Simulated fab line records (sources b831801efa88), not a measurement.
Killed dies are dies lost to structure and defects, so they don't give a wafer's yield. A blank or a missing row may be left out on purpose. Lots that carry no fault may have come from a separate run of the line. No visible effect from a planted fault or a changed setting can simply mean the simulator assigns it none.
Split-lot study -- flow sfq-line -- on a route of 325 steps: 5 lots, 23 wafers read

## THE SPLIT ITSELF
At SFQ_TRILAYER_I3_VIA_LITHO_COAT_090 (resist thk 62 nm), the setting spin-rpm was moved away from the recipe's 3000 rpm on 11 of the 23 wafers read, by -3.9% to -1.9%. For the rest of the wafers, this setting stayed at what the recipe calls for.

Reading taken at the split's own step.

## THE READING
BARC_of_TRILAYER_I3_VIA_LITHO_COAT_090.thk-nm (the simulator's own value, which no gauge read), in nm, at SFQ_TRILAYER_I3_VIA_LITHO_COAT_090 (resist thk 62 nm). No usual value for it is given in the file. Average 61.97 nm, standard deviation 0.098 nm, over the 12 wafers here run with the recipe.

wafer,"tool, chamber at the split","spin-rpm as run, rpm",against the recipe,"BARC_of_TRILAYER_I3_VIA_LITHO_COAT_090.thk-nm, nm",against lot-mates on the recipe
L074.1,"litho-track-01, 0",2942,-1.9%,62.79,+0.85
L074.2,"litho-track-01, 0",2942,-1.9%,62.62,+0.68
L074.4,"litho-track-01, 0",2942,-1.9%,62.66,+0.72
L074.5,"litho-track-01, 0",3000,recipe,61.92,-
L074.6,"litho-track-01, 0",3000,recipe,61.95,-
L075.1,"litho-track-02, 0",3000,recipe,62,-
L075.3,"litho-track-02, 0",3000,recipe,62.01,-
L075.5,"litho-track-02, 0",3000,recipe,61.98,-
L077.2,"litho-track-03, 0",2934,-2.2%,63.01,+0.88
L077.3,"litho-track-03, 0",2934,-2.2%,62.9,+0.77
L077.4,"litho-track-03, 0",3000,recipe,62.11,-
L077.5,"litho-track-03, 0",2934,-2.2%,62.7,+0.58
L077.6,"litho-track-03, 0",3000,recipe,62.14,-
L078.2,"litho-track-02, 0",3000,recipe,61.96,-
L078.3,"litho-track-02, 0",3000,recipe,61.8,-
L078.4,"litho-track-02, 0",2923,-2.6%,62.57,+0.67
L078.5,"litho-track-02, 0",2923,-2.6%,62.65,+0.75
L078.6,"litho-track-02, 0",3000,recipe,61.95,-
L082.1,"litho-track-02, 0",3000,recipe,62.05,-
L082.2,"litho-track-02, 0",2884,-3.9%,63.17,+1.24
L082.3,"litho-track-02, 0",2884,-3.9%,63.21,+1.28
L082.4,"litho-track-02, 0",2884,-3.9%,63.26,+1.33
L082.6,"litho-track-02, 0",3000,recipe,61.81,-

THE FIT
A straight line over all 23 wafers: BARC_of_TRILAYER_I3_VIA_LITHO_COAT_090.thk-nm changes by -0.326 nm for each +1% of spin-rpm; r = -0.96; the points scatter about the line by 0.14 nm.
The same after taking each lot's own level away (the mean of its wafers on the recipe; 23 wafers): -0.33 nm for each +1%; r = -0.98; scatter 0.097 nm.
That fit puts the effect of the largest move of spin-rpm on the reading at 1.3 nm.
Measured against the standard deviation above, the lots' own levels, which go from 61.903 to 62.125 nm, span 2.3 times it.
Hence the lot-to-lot level has little effect on the slope; both slopes agree.
Check: with one of the wafers moved furthest among these (-3.9%) left out of the fit, the line predicts +1.29 nm for it against its lot-mates. Against them it came out at +1.24 nm.

## THESE WAFERS: OTHER SPLITS
These wafers also went through other splits before the reading. Each is held against what the fit with the lots' levels taken away leaves over:
other split on the same wafers,wafers away from the commonest value,r with BARC_of_TRILAYER_I3_VIA_LITHO_COAT_090.thk-nm (lot level and that fit taken away)
SFQ_TRILAYER_I2_DEP_PECVD_063 time-s,5,+0.07
SFQ_TRILAYER_I2_VIA_LITHO_COAT_067 spin-rpm,6,+0.10
SFQ_TRILAYER_M3_DEP_SPUTTER_073 time-s,8,+0.11
SFQ_TRILAYER_M3_LITHO_COAT_080 spin-rpm,9,+0.01
SFQ_TRILAYER_M3_BARC_OPEN_METAL_ETCH_100 pressure-mtorr,15,+0.20

## THE FILE'S OWN FIT
BARC_of_TRILAYER_I3_VIA_LITHO_COAT_090.thk-nm changes by -0.327 nm for each +1% of spin-rpm, r = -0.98.
